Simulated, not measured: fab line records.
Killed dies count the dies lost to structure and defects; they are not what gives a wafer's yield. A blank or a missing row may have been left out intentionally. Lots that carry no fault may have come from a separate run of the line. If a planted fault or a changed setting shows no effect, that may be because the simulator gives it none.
Commonality check across tools | flow sky130 | Lots sampled 15, wafers sampled 45

## THE REASON FOR OPENING IT
SKY_RES_XHIGH_TW_MEAS_09, reading RES_XHIGH_TW: flagged on 3 of 15 lots. Wafers without a fault read 1655, standard deviation 19.
Rule: a lot is flagged in two cases, either no wafer of it has a number, or all its wafers with numbers fall more than 4 standard deviations from that mean. As for the other lots, they are considered sound.

lot  | measured     | on            | RES_XHIGH_TW, wafer by wafer | flag
L448 | day 26 19:24 | film_metro-03 | 1641 1643 1626               |
L449 | day 27 01:49 | film_metro-03 | 1643 1639 1644               |
L452 | day 28 09:22 | film_metro-03 | 1643 1639 1636               |
L453 | day 29 08:19 | film_metro-01 | 1673 1668 1679               |
L455 | day 29 12:26 | film_metro-02 | 1669 1663 1664               |
L456 | day 29 20:40 | film_metro-03 | 1629 1627 1629               |
L457 | day 30 03:21 | film_metro-01 | 1680 1684 1682               |
L458 | day 30 10:37 | film_metro-01 | 1674 1683 1679               |
L459 | day 31 00:10 | film_metro-01 | 1673 1670 1679               |
L461 | day 31 10:01 | film_metro-01 | 1680 1682 1678               |
L462 | day 32 02:11 | film_metro-03 | 1635 1632 1640               |
L465 | day 32 16:40 | film_metro-01 | 1669 1667 1668               |
L468 | day 33 09:27 | film_metro-01 | 31 31 31                     | FLAGGED
L470 | day 33 20:47 | film_metro-03 | 30 30 30                     | FLAGGED
L469 | day 33 21:50 | film_metro-01 | 31 31 31                     | FLAGGED
Average over the flagged lots: 31; offset from the usual -1624, equal to -85 standard deviations.

## EACH LOT AND THE TOOL IT RAN ON
The record keeps 1 process step preceding the reading, out of 708 steps on the route. Every cell lists first the tool, next ch and the chambers used by the sampled wafers, and last the start.
lot  | flag    | SKY_RES_XHIGH_DEVELOP_06
L448 |         | litho_track-03 ch 0, day 26 19:00
L449 |         | litho_track-03 ch 0, day 27 01:26
L452 |         | litho_track-02 ch 0, day 28 08:58
L453 |         | litho_track-02 ch 0, day 29 07:55
L455 |         | litho_track-01 ch 0, day 29 12:04
L456 |         | litho_track-02 ch 0, day 29 20:16
L457 |         | litho_track-03 ch 0, day 30 02:57
L458 |         | litho_track-03 ch 0, day 30 10:14
L459 |         | litho_track-01 ch 0, day 30 23:46
L461 |         | litho_track-01 ch 0, day 31 09:37
L462 |         | litho_track-02 ch 0, day 32 01:47
L465 |         | litho_track-01 ch 0, day 32 16:16
L468 | FLAGGED | litho_track-03, day 33 09:03
L470 | FLAGGED | litho_track-01, day 33 20:25
L469 | FLAGGED | litho_track-02, day 33 21:26
What the steps here do:
- SKY_RES_XHIGH_DEVELOP_06: develop time 60 s.
- SKY_RES_XHIGH_TW_MEAS_09

## FLAGGED AGAINST TOTAL, ONE TOOL AT A TIME (gauges that did the reading follow at the end)
step                     | tool           | lots run | flagged | share of the flagged lots | sound lots run after its first flagged lot
SKY_RES_XHIGH_DEVELOP_06 | litho_track-01 | 5        | 1       | some                      | 0
SKY_RES_XHIGH_DEVELOP_06 | litho_track-02 | 5        | 1       | some                      | 0
SKY_RES_XHIGH_DEVELOP_06 | litho_track-03 | 5        | 1       | some                      | 0
SKY_RES_XHIGH_TW_MEAS_09 | film_metro-01  | 8        | 2       | some                      | 0
SKY_RES_XHIGH_TW_MEAS_09 | film_metro-02  | 1        | 0       | none                      | -
SKY_RES_XHIGH_TW_MEAS_09 | film_metro-03  | 6        | 1       | some                      | 0

## WHAT THE TABLE ALLOWS
No row of the table ran every flagged lot.

## WHAT THE SIMULATOR PUT IN
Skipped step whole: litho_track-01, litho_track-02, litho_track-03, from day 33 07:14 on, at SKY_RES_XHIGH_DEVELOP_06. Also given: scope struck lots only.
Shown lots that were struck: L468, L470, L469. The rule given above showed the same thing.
